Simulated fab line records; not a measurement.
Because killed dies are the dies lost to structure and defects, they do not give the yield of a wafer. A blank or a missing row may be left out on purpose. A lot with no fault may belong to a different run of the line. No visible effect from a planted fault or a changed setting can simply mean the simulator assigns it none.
Comparing a struck lot with a sound one	flow sfq-line	42 out of 325 route steps
Sound: wafers L604.2, L604.3, L604.6. Struck: wafer L610.2. (L610.3, L610.6 of the same lot were not struck and are left out.) The cause comes at the end.
Each step with rows lists, per side, the tool, then ch with its chambers, then its first start. Under that, the readings that differ: sound wafers	struck wafers	difference of the means	sigmas: that difference in standard deviations of wafers without a fault.
alike: a reading whose means differ by less than 2 such deviations, as well as words and numbers matching on both sides. not compared: withheld readings; readings where some wafer has no value; bounds like >300 that might hide an equal value; numbers whose values overlap and for which the record gives no deviation.
The two part at a step that has a row with sigmas, a row that says differs or no value, or rows on one side only. Non-overlapping numbers with no deviation appear without sigmas and do not part them. A reading missing from all wafers of one side parts the sides only when that side holds two or more wafers.

first, 6 steps without rows for these wafers: SFQ_TRILAYER_I6_VIA_LITHO_COAT_174 (resist thk 62 nm); SFQ_TRILAYER_I6_VIA_LITHO_COAT_169 (resist thk 650 nm); SFQ_TRILAYER_I6_VIA_LITHO_SOFTBAKE_173; SFQ_TRILAYER_I6_VIA_LITHO_EXPOSE_170 (exposes mask I6, target cd 700 nm); SFQ_TRILAYER_I6_VIA_LITHO_PEB_172 (peb time 60 s); SFQ_TRILAYER_I6_VIA_LITHO_DEVELOP_171 (time 60 s).
SFQ_I6_OVL_MEAS_942:
  sound on overlay-01 at day 75 10:07; struck on overlay-02 at day 81 15:53
  alike: I6_OVL
then, 5 steps without rows for these wafers: SFQ_TRILAYER_I6_VIA_BARC_OPEN_VIA_ETCH_235 (etches BARC in O2, target depth 125 nm, time 41.7 s); SFQ_TRILAYER_I6_VIA_ETCH_VIA_ETCH_172 (etches SiO2 in CHF3, stops on Nb, target depth 260 nm); SFQ_TRILAYER_I6_VIA_STRIP_STRIP_173 (strips in O2); SFQ_TRILAYER_I6_VIA_STRIP_SOLV_CLEAN_174 (cleans in NMP, time 600 s); SFQ_TRILAYER_M7_DEP_PRE_CLEAN_176 (time 22.5 s).
SFQ_TRILAYER_M7_DEP_SPUTTER_175: material Nb, target thk 200 nm, time 133.3 s.
  sound on pvd-sputter-04 at day 75 11:06; struck on pvd-sputter-04 at day 81 17:04
reading	sound	struck	difference	sigmas
model.Nb_of_TRILAYER_M7_DEP_SPUTTER_175.thk-nm (nm)	198.6 200.5 197.5	150.3	-48.6	
  alike: throttle-valve-pct
SFQ_M7_RS_MEAS_943: the measuring method here is four-point-probe.
  sound on film-metro-04 at day 75 11:13; struck on film-metro-01 at day 81 17:11
reading	sound	struck	difference	sigmas
M7_NB_RS (ohm/sq)	0.899 0.887 0.902	1.189	+0.293	+34
then, 6 steps without rows for these wafers: SFQ_TRILAYER_M7_LITHO_COAT_182 (resist thk 62 nm); SFQ_TRILAYER_M7_LITHO_COAT_177 (resist thk 600 nm); SFQ_TRILAYER_M7_LITHO_SOFTBAKE_181; SFQ_TRILAYER_M7_LITHO_EXPOSE_178 (exposes mask M7, target cd 500 nm); SFQ_TRILAYER_M7_LITHO_PEB_180 (peb time 60 s); SFQ_TRILAYER_M7_LITHO_DEVELOP_179 (time 60 s).
-- the record jumps here: 3 days lie between the struck wafers' starts before and after --
SFQ_M7_OVL_MEAS_945:
  sound on overlay-01 at day 75 20:28; struck on overlay-02 at day 84 23:38
  alike: M7_OVL
SFQ_TRILAYER_M7_BARC_OPEN_METAL_ETCH_229: etches BARC in O2, target depth 125 nm, time 41.7 s.
  sound on rie-metal-02 ch 0,1, day 75 20:29; struck on rie-metal-03 ch 0, day 84 23:40
  alike: drypump-motor-current-A, oes-product-au
  not compared: rf-hours-counter-h
SFQ_TRILAYER_M7_ETCH_METAL_ETCH_180: etches Nb in Cl2/Ar, stops on SiO2, target depth 240 nm, time 120 s.
  sound on rie-metal-02 ch 0,1, day 75 20:33; struck on rie-metal-03 ch 0, day 84 23:43
reading	sound	struck	difference	sigmas
oes-product-au (a.u.)	0.892 0.889 0.887	0.756	-0.133	-21
  alike: drypump-motor-current-A
  not compared: rf-hours-counter-h
SFQ_TRILAYER_M7_STRIP_STRIP_181: strips in O2.
  sound on rie-metal-02 ch 0,1, day 75 20:40; struck on rie-metal-03 ch 0, day 84 23:51
  alike: drypump-motor-current-A, oes-product-au, platen-temp-c
  not compared: rf-hours-counter-h
then, 1 step without rows for these wafers: SFQ_TRILAYER_M7_STRIP_SOLV_CLEAN_182 (cleans in NMP, time 600 s).
SFQ_TRILAYER_I7_DEP_PECVD_183: deposits SiO2 from SiH4/N2O, time 111.11 s, target thk 500 nm.
  sound on pecvd-01 ch 0,1, day 75 21:27; struck on pecvd-01 ch 2, day 85 00:37
  alike: heater-power-w, throttle-valve-pct
then, 1 step without rows for these wafers: SFQ_TRILAYER_I7_CMP_CMP_184 (polishes SiO2).
SFQ_I7_BOW_MEAS_946:
  sound on film-metro-03 at day 76 00:33; struck on film-metro-03 at day 85 11:10
  alike: I7_BOW
then, 7 steps without rows for these wafers: SFQ_TRILAYER_I7_METRO_MEASURE_185; SFQ_TRILAYER_I7_VIA_LITHO_COAT_192 (resist thk 62 nm); SFQ_TRILAYER_I7_VIA_LITHO_COAT_187 (resist thk 650 nm); SFQ_TRILAYER_I7_VIA_LITHO_SOFTBAKE_191; SFQ_TRILAYER_I7_VIA_LITHO_EXPOSE_188 (exposes mask I7, target cd 1000 nm); SFQ_TRILAYER_I7_VIA_LITHO_PEB_190 (peb time 60 s); SFQ_TRILAYER_I7_VIA_LITHO_DEVELOP_189 (time 60 s).
-- the record jumps here: 3 days lie between the struck wafers' starts before and after --
SFQ_I7_OVL_MEAS_947:
  sound on overlay-02 at day 79 17:47; struck on overlay-01 at day 88 15:10
  alike: I7_OVL
then, 1 step without rows for these wafers: SFQ_TRILAYER_I7_VIA_BARC_OPEN_VIA_ETCH_260 (etches BARC in O2, target depth 125 nm, time 41.7 s).
SFQ_TRILAYER_I7_VIA_ETCH_VIA_ETCH_190: etches SiO2 in CHF3, stops on Nb, target depth 260 nm.
  sound on rie-diel-03 ch 1,2, day 79 17:51; struck on rie-diel-03 ch 3, day 88 15:14
  alike: drypump-motor-current-A, oes-product-au
SFQ_TRILAYER_I7_VIA_STRIP_STRIP_191: strips in O2.
  sound on rie-metal-04 ch 0,1, day 79 17:58; struck on rie-metal-04 ch 1, day 88 15:20
  alike: drypump-motor-current-A, oes-product-au, platen-temp-c
  not compared: rf-hours-counter-h
then, 2 steps without rows for these wafers: SFQ_TRILAYER_I7_VIA_STRIP_SOLV_CLEAN_192 (cleans in NMP, time 600 s); SFQ_TRILAYER_M8_LITHO_LOR_COAT_197.
SFQ_M8_BOW_MEAS_951:
  sound on film-metro-03 at day 83 21:10; struck on film-metro-03 at day 88 20:04
reading	sound	struck	difference	sigmas
model.etest.m7.ohm-um	1.801 1.779 1.798	2.369	+0.576	
model.etest.i6.link-ohm	1.889 1.872 1.869	2.183	+0.306	
model.etest.i7.link-ohm	1.056 1.046 1.06	1.341	+0.287	
model.etest.m7.ohm-sq	0.8964 0.8877 0.9013	1.184	+0.289	
  alike: M8_BOW

WHERE THEY PART
Last at SFQ_TRILAYER_M7_ETCH_METAL_ETCH_180 as far as this record goes, first at SFQ_M7_RS_MEAS_943. Later steps at which nothing parts them and some readings are alike: SFQ_TRILAYER_M7_STRIP_STRIP_181, SFQ_TRILAYER_I7_DEP_PECVD_183, SFQ_I7_BOW_MEAS_946, SFQ_I7_OVL_MEAS_947, SFQ_TRILAYER_I7_VIA_ETCH_VIA_ETCH_190, SFQ_TRILAYER_I7_VIA_STRIP_STRIP_191, SFQ_M8_BOW_MEAS_951.

WHY: what the simulator had put in
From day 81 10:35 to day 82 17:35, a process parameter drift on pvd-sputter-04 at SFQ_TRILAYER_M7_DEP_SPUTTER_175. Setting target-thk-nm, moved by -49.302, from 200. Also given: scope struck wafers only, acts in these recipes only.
